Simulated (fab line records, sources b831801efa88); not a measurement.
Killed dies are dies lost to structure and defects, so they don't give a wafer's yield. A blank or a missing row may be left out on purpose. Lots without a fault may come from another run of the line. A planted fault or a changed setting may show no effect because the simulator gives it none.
fab line records | flow gf180mcu
record lots=15 wafers=45 last_day=34
route steps=602 shown MIM@510 M5@535 V5@557
lots that met no fault: from a run of the same line without faults
start_h: hours from the record's first day to the start of the lot's first wafer shown | wait_h: hours since the lot's step before | " the same as in the row above | L1.1+2: a row that stands for several wafers | - no value, or no start given | * or withheld: withheld | < > ~ a bound
route shown NAME@n: a module of which the file shows steps, and the number in the route of the first | usual: mean/standard deviation of fault-free wafers | same: alike in all rows | chamber/n: place in a boat | sites: the reading at each site | _std_site: their standard deviation | _edge_site: outer sites' mean less inner sites' | radius_mm: how far each site lies from the wafer's centre | mask NAME#n: copy n | behind: the tool/chamber that last shaped the wafer | hold: why the lot was held/for how many hours/how that ended | device: the transistor (n, p or np) that didn't switch | end of line: the same wafers' tests at the end of the route | a step without rows: its recipe alone | killed: dies lost to structure and defects at the first sort, not the wafer's yield | map: a wafer's dies, x killed, . not, _ none there
set.NAME: the setting as run; set.NAME@STEP: as run at that earlier step | model.NAME: the simulator's own value behind a step, which no gauge read
steps of the route over a sample of lots; a table a step, a row a wafer
services: from which hour (start_h, from the record's first day; less than 0 if before it) a tool's chamber was out of use, for how many hours, and why
## steps
# step GF_MIM_SPUTTER_07
# recipe material=TiN target_thk_nm=60 power_w=6500 time_s=50 chamber_pressure_pa=0.4
# usual throttle_valve_pct=30.3/0.95
# columns lot.wafer tool chamber start_h wait_h throttle_valve_pct
L128.1 pvd_sputter-02 - 581.66 0.1 29.4
L128.2 " - " " 31.1
L128.4 " - " " 30.1
L129.3 pvd_sputter-02 - 592.96 0.0 30.3
L129.5 " - " " 29.1
L129.6 " - " " 31.1
L130.2 pvd_sputter-01 - 597.99 0.0 29.1
L130.4 " - " " 28.7
L130.5 " - " " 29.4
L132.2 pvd_sputter-02 - 613.19 0.0 30.1
L132.3 " - " " 29.1
L132.4 " - " " 31.2
L133.1 pvd_sputter-04 - 627.45 0.1 30.7
L133.5 " - " " 30.2
L133.6 " - " " 30.4
L134.2 pvd_sputter-02 - 629.36 0.0 31.2
L134.3 " - " " 29.2
L134.5 " - " " 29.0
L136.1 pvd_sputter-04 - 644.23 0.1 30.7
L136.2 " - " " 30.0
L136.5 " - " " 31.4
L137.3 pvd_sputter-01 - 653.81 0.0 29.5
L137.4 " - " " 28.6
L137.5 " - " " 32.1
L138.1 pvd_sputter-01 - 662.40 0.1 29.1
L138.3 " - " " 29.5
L138.6 " - " " 32.0
L144.2 pvd_sputter-04 - 702.76 0.0 30.6
L144.4 " - " " 31.6
L144.6 " - " " 31.5
L145.1 pvd_sputter-02 - 713.69 0.1 30.1
L145.3 " - " " 31.5
L145.4 " - " " 30.2
L146.1 pvd_sputter-01 - 715.80 0.1 28.3
L146.2 " - " " 32.1
L146.5 " - " " 29.4
L147.1 pvd_sputter-02 - 718.74 0.1 30.1
L147.4 " - " " 31.1
L147.5 " - " " 30.4
L148.2 pvd_sputter-02 - 728.12 0.0 30.2
L148.3 " - " " 30.9
L148.4 " - " " 30.3
L149.2 pvd_sputter-02 - 736.59 0.0 30.7
L149.4 " - " " 31.3
L149.5 " - " " 29.1
# step GF_M5_ETCH_09
# recipe chemistry=CF4/O2 target=Si3N4 target_depth_nm=52 source_w=800 bias_w=150 pressure_mtorr=150 cf4_flow_sccm=80 O2_flow_sccm=10 time_s=11.6
# usual O2_flow_sccm=10.00/0.032 bias_w=150.0/0.46 chamber_pressure_mTorr=149.99/0.13 drypump_motor_current_A=5.9/0.52 oes_product_au=0.999/0.0067 rf_fwd_power_W=785/4.6 throttle_valve_pct=5.970/0.0087
# columns lot.wafer tool chamber start_h wait_h O2_flow_sccm bias_w chamber_pressure_mTorr drypump_motor_current_A oes_product_au rf_fwd_power_W rf_hours_counter_h throttle_valve_pct
L128.1 rie_diel-04 0 624.49 0.0 10.01 150.1 150.14 6.0 0.983 786 23 5.964
L128.2 " 1 " " 9.98 150.3 150.09 5.0 0.998 785 16 5.978
L128.4 " 2 " " 9.96 149.3 149.94 5.7 0.996 785 4 5.977
L129.3 rie_diel-01 1 634.69 0.0 9.99 150.3 150.08 5.2 1.002 782 53 5.973
L129.5 " 1 " " 10.07 150.6 149.72 5.2 0.999 787 - 5.962
L129.6 " 2 " " 9.97 149.7 150.02 6.4 1.003 782 - 5.979
L130.2 rie_diel-03 2 638.41 0.0 10.00 150.2 149.85 6.3 0.984 790 4 5.972
L130.4 " 3 " " 10.03 149.6 149.78 5.5 1.000 787 52 5.970
L130.5 " 1 " " 10.00 149.8 150.05 6.5 0.996 784 - 5.979
L132.2 rie_diel-03 3 653.52 0.0 9.95 149.8 150.16 5.5 0.998 791 52 5.964
L132.3 " 0 " " 10.00 150.1 149.97 5.8 1.003 792 25 5.980
L132.4 " 1 " " 10.00 149.3 150.15 6.5 1.000 785 11 5.964
L133.1 rie_diel-03 3 667.51 0.0 10.02 150.5 150.17 5.5 0.994 790 52 5.970
L133.5 " 1 " " 10.01 150.3 150.12 6.4 0.997 787 - 5.960
L133.6 " 2 " " 10.00 149.7 149.87 6.3 0.997 790 - 5.965
L134.2 rie_diel-03 2 670.34 0.0 10.06 149.9 150.06 6.4 0.995 792 5 5.961
L134.3 " 3 " " 10.04 149.6 150.05 5.6 1.009 791 52 5.977
L134.5 " 2 " " 10.05 150.1 149.94 6.4 1.004 791 - 5.974
L136.1 rie_diel-04 3 682.81 0.0 10.04 149.6 149.95 6.4 0.990 783 13 5.976
L136.2 " 1 " " 9.96 150.4 150.28 5.0 1.010 785 18 5.967
L136.5 " 3 " " 10.09 149.1 150.26 6.4 0.993 778 - 5.962
L137.3 rie_diel-01 3 693.12 0.0 9.97 150.4 150.02 5.2 1.009 777 13 5.974
L137.4 " 2 " " 10.02 149.8 149.93 6.4 1.006 795 13 5.955
L137.5 " 3 " " 10.00 150.3 149.94 5.2 1.007 779 - 5.969
L138.1 rie_diel-04 0 700.69 0.0 10.03 149.1 150.17 6.1 0.989 787 26 5.968
L138.3 " 1 " " 9.95 150.1 150.08 5.0 1.001 789 18 5.967
L138.6 " 2 " " 9.98 149.1 149.79 5.6 0.998 783 - 5.984
L144.2 rie_diel-03 0 738.56 0.0 10.01 150.2 149.78 5.8 1.004 790 28 5.973
L144.4 " 0 " " 9.96 150.5 149.85 5.8 1.009 792 - 5.969
L144.6 " 1 " " 9.98 149.4 149.98 6.4 0.999 784 - 5.967
L145.1 rie_diel-04 1 749.21 0.0 9.96 149.8 150.07 5.0 1.006 784 20 5.971
L145.3 " 0 " " 10.08 150.0 149.81 6.0 0.988 785 28 5.948
L145.4 " 3 " " 10.00 149.9 149.94 6.4 1.005 774 16 5.983
L146.1 rie_diel-01 1 750.84 0.0 10.03 150.7 149.89 5.2 1.009 785 0 5.967
L146.2 " 0 " " 9.98 150.4 149.91 5.4 0.991 787 12 5.968
L146.5 " 1 " " 10.04 150.8 150.06 5.2 1.006 783 - 5.977
L147.1 rie_diel-03 3 753.26 0.0 10.00 149.3 149.86 5.6 0.997 787 0 5.965
L147.4 " 1 " " 9.98 150.3 149.90 6.5 0.991 784 15 5.959
L147.5 " 1 " " 9.96 150.1 150.11 6.5 0.995 781 - 5.956
L148.2 rie_diel-04 3 763.56 0.0 9.99 150.5 150.15 6.3 0.988 780 17 5.974
L148.3 " 2 " " 10.04 150.3 149.82 5.7 1.000 779 9 5.961
L148.4 " 1 " " 9.98 149.6 150.03 5.0 1.000 785 21 5.958
L149.2 rie_diel-03 1 770.62 0.0 10.01 149.6 149.79 6.5 1.001 786 15 5.957
L149.4 " 2 " " 10.04 149.5 150.04 6.3 1.000 794 9 5.964
L149.5 " 1 " " 9.99 149.7 150.00 6.5 0.992 785 - 5.964
# step GF_M5_METAL_ETCH_10
# recipe chemistry=Cl2/BCl3 mask_material=KrF target_depth_nm=627.5 stop_on=SiO2 pressure_mtorr=8 icp_w=800 bias_w=140 Cl2_flow_sccm=80 bcl3_flow_sccm=40 time_s=104.6
# usual bcl3_flow_sccm=39.97/0.13 bias_w=140.1/0.41 chamber_pressure_mTorr=8.000/0.0098 drypump_motor_current_A=5.6/0.49 oes_product_au=0.971/0.006 rf_fwd_power_W=795.0/3 throttle_valve_pct=28.250/0.01
# columns lot.wafer tool chamber start_h wait_h bcl3_flow_sccm bias_w chamber_pressure_mTorr drypump_motor_current_A oes_product_au rf_fwd_power_W rf_hours_counter_h throttle_valve_pct
L128.1 rie_metal-01 0 624.51 0.0 40.08 140.3 8.012 4.8 0.979 795.6 3 28.254
L128.2 " 1 " " 40.19 141.1 7.997 6.1 0.979 798.0 0 28.251
L128.4 " 0 " " 40.17 140.4 7.989 4.9 0.983 796.5 - 28.243
L129.3 rie_metal-02 1 634.75 0.0 39.89 140.2 8.012 6.2 0.981 791.4 - 28.251
L129.5 " 0 " " 39.99 139.1 7.999 5.2 0.964 797.1 - 28.245
L129.6 " 1 " " 39.93 140.7 8.000 6.2 0.978 791.7 - 28.261
L130.2 rie_metal-03 0 638.44 0.0 39.89 139.9 8.002 5.3 0.978 792.8 8 28.260
L130.4 " 0 " " 39.93 139.6 7.985 5.2 0.966 794.0 - 28.251
L130.5 " 1 " " 39.89 140.3 7.996 5.6 0.967 792.7 - 28.259
L132.2 rie_metal-02 1 653.55 0.0 39.89 140.0 7.998 6.2 0.974 797.0 11 28.240
L132.3 " 0 " " 40.04 140.4 7.999 5.3 0.979 792.6 - 28.259
L132.4 " 1 " " 39.86 140.4 8.017 6.1 0.974 792.6 - 28.236
L133.1 rie_metal-01 0 667.54 0.0 39.85 140.3 8.000 4.9 0.964 796.4 5 28.244
L133.5 " 0 " " 39.72 140.4 8.008 4.8 0.964 796.3 - 28.258
L133.6 " 1 " " 40.02 140.5 8.018 6.1 0.966 798.5 - 28.252
L134.2 rie_metal-03 1 670.36 0.0 40.06 140.3 7.989 5.6 0.971 794.1 2 28.245
L134.3 " 1 " " 40.12 139.8 8.003 5.6 0.973 792.7 - 28.241
L134.5 " 0 " " 40.08 140.2 8.007 5.3 0.983 795.2 - 28.241
L136.1 rie_metal-02 1 682.84 0.0 40.11 140.3 7.997 6.1 0.968 795.2 12 28.263
L136.2 " 1 " " 40.04 139.9 8.002 6.1 0.964 798.7 - 28.244
L136.5 " 1 " " 40.08 140.2 7.991 6.1 0.984 794.5 - 28.254
L137.3 rie_metal-01 1 693.18 0.0 40.03 141.4 7.999 6.1 0.970 801.2 - 28.272
L137.4 " 0 " " 40.07 139.4 7.998 4.9 0.966 799.1 - 28.256
L137.5 " 1 " " 39.99 140.8 8.001 6.1 0.969 801.5 - 28.235
L138.1 rie_metal-02 1 700.71 0.0 39.76 140.2 7.993 6.2 0.970 793.8 14 28.254
L138.3 " 1 " " 39.82 140.2 8.002 6.2 0.962 793.3 - 28.260
L138.6 " 1 " " 39.98 140.1 8.004 6.2 0.962 797.5 - 28.244
L144.2 rie_metal-01 0 738.58 0.0 40.23 140.4 8.002 4.8 0.960 797.6 8 28.243
L144.4 " 1 " " 39.83 140.8 8.003 6.1 0.965 796.5 - 28.232
L144.6 " 0 " " 40.11 140.4 8.005 4.9 0.967 797.9 - 28.267
L145.1 rie_metal-03 0 749.23 0.0 39.97 140.0 8.005 5.2 0.977 792.1 12 28.245
L145.3 " 0 " " 40.11 139.7 8.003 5.2 0.966 791.2 - 28.248
L145.4 " 1 " " 40.06 140.1 7.987 5.6 0.974 794.4 - 28.238
L146.1 rie_metal-01 1 750.86 0.0 39.98 139.3 8.002 6.1 0.972 795.7 5 28.238
L146.2 " 0 " " 40.20 139.9 7.995 4.8 0.991 796.1 8 28.246
L146.5 " 1 " " 39.98 140.0 7.981 6.1 0.972 792.0 - 28.230
L147.1 rie_metal-03 0 753.28 0.0 39.85 139.6 8.002 5.3 0.971 797.3 12 28.244
L147.4 " 1 " " 40.01 140.1 7.998 5.6 0.968 791.7 - 28.269
L147.5 " 1 " " 39.83 139.9 8.006 5.6 0.973 788.2 - 28.244
L148.2 rie_metal-02 1 763.58 0.0 39.85 140.1 8.004 6.2 0.979 796.7 0 28.246
L148.3 " 1 " " 39.95 139.5 8.016 6.1 0.980 796.7 - 28.249
L148.4 " 0 " " 39.94 140.3 7.999 5.2 0.970 794.2 - 28.244
L149.2 rie_metal-01 1 770.64 0.0 39.97 139.8 8.002 6.1 0.965 797.2 7 28.264
L149.4 " 0 " " 39.62 140.4 8.005 4.8 0.975 791.7 - 28.245
L149.5 " 0 " " 39.96 139.9 8.004 4.9 0.971 796.9 - 28.273
# step GF_V5_ETCH_17
# recipe chemistry=C4F8/O2/Ar mask_material=KrF target=SiO2 stop_on=TiN source_w=1500 bias_w=1200 pressure_mtorr=40 c4f8_flow_sccm=withheld O2_flow_sccm=6 Ar_flow_sccm=300 time_s=withheld target_depth_a=8550
# usual bias_w=1200/3.8 chamber_pressure_mTorr=40.00/0.036 oes_product_au=0.859/0.0041 rf_fwd_power_W=1494/4.9
# columns lot.wafer tool chamber start_h wait_h bias_w chamber_pressure_mTorr oes_product_au rf_fwd_power_W
L128.1 rie_diel-04 3 645 - 1194 39.96 0.854 1494
L128.2 " 2 " " 1200 40.00 0.859 1490
L128.4 " 0 " " 1202 40.01 0.864 1492
L129.3 rie_diel-04 1 655 - 1197 40.02 0.860 1500
L129.5 " 1 " " 1198 40.00 0.861 1500
L129.6 " 0 " " 1200 40.00 0.857 1487
L130.2 rie_diel-02 2 660 - 1200 40.04 0.861 1500
L130.4 " 0 " " 1198 40.00 0.864 1495
L130.5 " 0 " " 1199 40.01 0.860 1510
L132.2 rie_diel-04 0 674 - 1199 40.04 0.855 1494
L132.3 " 1 " " 1195 40.00 0.864 1493
L132.4 " 3 " " 1195 39.96 0.853 1493
L133.1 rie_diel-04 3 688 - 1207 40.09 0.861 1486
L133.5 " 3 " " 1203 39.99 0.865 1500
L133.6 " 2 " " 1205 39.98 0.848 1489
L134.2 rie_diel-04 2 690 - 1200 39.97 0.858 1498
L134.3 " 1 " " 1201 40.00 0.862 1498
L134.5 " 2 " " 1201 40.03 0.863 1501
L136.1 rie_diel-02 3 702 - - - - -
L136.2 " 2 " " - - - -
L136.5 " 2 " " - - - -
L137.3 rie_diel-04 2 712 - - - - -
L137.4 " 1 " " - - - -
L137.5 " 2 " " - - - -
L138.1 rie_diel-02 3 719 - - - - -
L138.3 " 1 " " - - - -
L138.6 " 0 " " - - - -
L144.2 rie_diel-04 1 756 - 1206 39.98 0.855 1498
L144.4 " 0 " " 1207 39.99 0.855 1504
L144.6 " 1 " " 1197 39.96 0.860 1494
L145.1 rie_diel-04 2 766 - 1205 39.98 0.866 1489
L145.3 " 1 " " 1199 39.94 0.856 1485
L145.4 " 3 " " 1205 40.06 0.866 1489
L146.1 rie_diel-01 3 768 - 1198 39.99 0.864 1491
L146.2 " 1 " " 1202 39.96 0.856 1486
L146.5 " 3 " " 1198 40.01 0.857 1489
L147.1 rie_diel-01 3 771 - 1199 39.95 0.860 1500
L147.4 " 0 " " 1198 40.04 0.851 1492
L147.5 " 2 " " 1196 39.94 0.859 1485
L148.2 rie_diel-02 2 781 - 1203 39.98 0.854 1495
L148.3 " 0 " " 1197 40.01 0.858 1503
L148.4 " 3 " " 1192 39.98 0.864 1494
L149.2 rie_diel-01 1 787 - 1200 40.06 0.855 1502
L149.4 " 2 " " 1199 39.99 0.857 1497
L149.5 " 3 " " 1209 40.01 0.865 1488
# step GF_V5_STRIP_18
# recipe chemistry=O2/N2 power_w=1400 pressure_mtorr=1500 platen_temp_c=250 o2_flow_sccm=3000 n2_flow_sccm=300 overash_fraction=0.5
# usual chamber_pressure_mTorr=1500.0/1.2 drypump_motor_current_A=5.9/0.37 heater_power_w=365/27 oes_product_au=0.568/0.0045
# same overash_fraction=0.5
# columns lot.wafer tool chamber start_h wait_h chamber_pressure_mTorr drypump_motor_current_A heater_power_w oes_product_au rf_hours_counter_h
L128.1 plasma_asher-02 0 646.07 - 1498.7 6.3 343 0.570 103
L128.2 " 1 " " 1500.3 6.2 334 0.579 103
L128.4 " 1 " " 1499.6 6.2 335 0.571 -
L129.3 plasma_asher-02 1 655.92 - 1498.6 6.2 336 0.563 -
L129.5 " 1 " " 1498.3 6.2 337 0.574 -
L129.6 " 0 " " 1500.1 6.3 339 0.573 -
L130.2 plasma_asher-01 1 660.24 - 1499.3 5.4 323 0.572 26
L130.4 " 0 " " 1499.5 6.3 372 0.576 -
L130.5 " 1 " " 1500.1 5.4 330 0.564 -
L132.2 plasma_asher-03 0 674.77 - 1501.3 5.4 372 0.565 80
L132.3 " 1 " " 1502.0 5.9 404 0.567 -
L132.4 " 0 " " 1498.8 5.4 368 0.567 -
L133.1 plasma_asher-03 1 688.29 - 1497.8 5.9 391 0.568 81
L133.5 " 1 " " 1499.8 5.9 399 0.576 -
L133.6 " 0 " " 1500.5 5.4 384 0.574 -
L134.2 plasma_asher-03 0 690.70 - 1499.4 5.4 379 0.569 82
L134.3 " 1 " " 1500.7 5.9 387 0.567 -
L134.5 " 1 " " 1500.9 5.9 402 0.569 -
L136.1 plasma_asher-03 0 702.89 - 1498.7 5.4 384 0.659 83
L136.2 " 1 " " 1499.9 5.9 399 0.666 83
L136.5 " 0 " " 1501.4 5.4 381 0.664 -
L137.3 plasma_asher-02 1 712.88 - 1499.5 6.3 336 0.668 -
L137.4 " 0 " " 1500.1 6.3 336 0.675 -
L137.5 " 0 " " 1501.3 6.4 336 0.673 -
L138.1 plasma_asher-03 0 719.84 - 1500.5 5.4 371 0.667 85
L138.3 " 1 " " 1501.9 5.9 402 0.662 -
L138.6 " 1 " " 1496.9 5.8 396 0.668 -
L144.2 plasma_asher-03 1 756.90 - 1499.8 5.9 400 0.567 89
L144.4 " 1 " " 1499.2 5.8 397 0.570 -
L144.6 " 1 " " 1498.9 5.8 398 0.569 -
L145.1 plasma_asher-03 1 766.74 - 1501.1 5.9 400 0.572 90
L145.3 " 1 " " 1499.0 5.9 394 0.565 -
L145.4 " 0 " " 1499.6 5.4 381 0.565 -
L146.1 plasma_asher-03 0 768.79 - 1500.7 5.4 367 0.571 91
L146.2 " 1 " " 1502.4 5.9 393 0.563 91
L146.5 " 0 " " 1499.1 5.4 378 0.571 -
L147.1 plasma_asher-03 0 771.79 - 1502.7 5.4 369 0.560 91
L147.4 " 1 " " 1500.3 5.8 401 0.563 -
L147.5 " 0 " " 1498.3 5.4 377 0.569 -
L148.2 plasma_asher-03 0 781.26 - 1501.8 5.4 381 0.577 92
L148.3 " 0 " " 1499.6 5.4 383 0.567 -
L148.4 " 1 " " 1497.9 5.9 397 0.569 -
L149.2 plasma_asher-01 1 787.74 - 1499.2 5.4 333 0.563 40
L149.4 " 0 " " 1497.7 6.3 373 0.571 -
L149.5 " 1 " " 1499.4 5.4 332 0.573 -
## services
# columns tool chamber start_h hours kind
rie_diel-02 1 567.50 4.3 repair
rie_diel-02 - 569.86 2.4 repair
pvd_sputter-04 - 581.81 2.1 repair
rie_diel-02 - 582.12 14.6 pm
rie_diel-01 0 600.34 3.9 repair
rie_diel-04 - 614.44 0.2 repair
rie_diel-03 3 628.51 2.6 repair
rie_diel-04 3 628.64 3.2 repair
pvd_sputter-01 - 643.68 2.7 repair
rie_diel-03 3 647.16 4.3 repair
pvd_sputter-04 - 683.55 1.5 repair
rie_diel-02 - 690.86 0.9 repair
rie_diel-02 - 698.44 0.3 repair
rie_metal-03 - 701.56 2.8 pm
rie_diel-04 - 702.83 2.8 pm
rie_diel-03 - 710.30 14.6 pm
rie_metal-02 - 724.42 2.8 pm
rie_diel-03 - 730.12 0.3 repair
pvd_sputter-01 - 731.45 5.9 repair
rie_diel-04 2 736.18 4.6 repair
rie_metal-02 0 747.83 9.9 repair
rie_diel-02 3 769.61 9.0 repair
rie_diel-03 0 776.37 6.9 repair
rie_diel-02 - 783.63 1.8 repair
## key
first_sign step=GF_V5_ETCH_17 reading=tool_record direction=missing
effect step=GF_V5_STRIP_18 reading=oes_product_au direction=up sigmas=22 usual=0.568 struck=0.667
met_at GF_V5_ETCH_17
struck_lots L136,L137,L138
later_rows_left_out L136.1,L136.2,L136.5,L137.3,L137.4,L137.5,L138.1,L138.3,L138.6
sort_left_out L136.1,L136.2,L136.5,L137.3,L137.4,L137.5,L138.1,L138.3,L138.6
not_acting_at GF_MIM_SPUTTER_07,GF_M5_ETCH_09,GF_M5_METAL_ETCH_10
onset_between 690 702
fault kind=skipped_step_whole tool=rie_diel-02,rie_diel-04 chamber=- onset_h=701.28 steps=GF_V5_ETCH_17 scope=struck_lots_only
# sort_left_out: the simulated sort isn't trusted on such a fault, so these wafers' sort isn't shown, and their yield isn't known
# later_rows_left_out: the simulator's readings of these wafers behind a module that went badly wrong aren't trusted and aren't shown, but for the sort
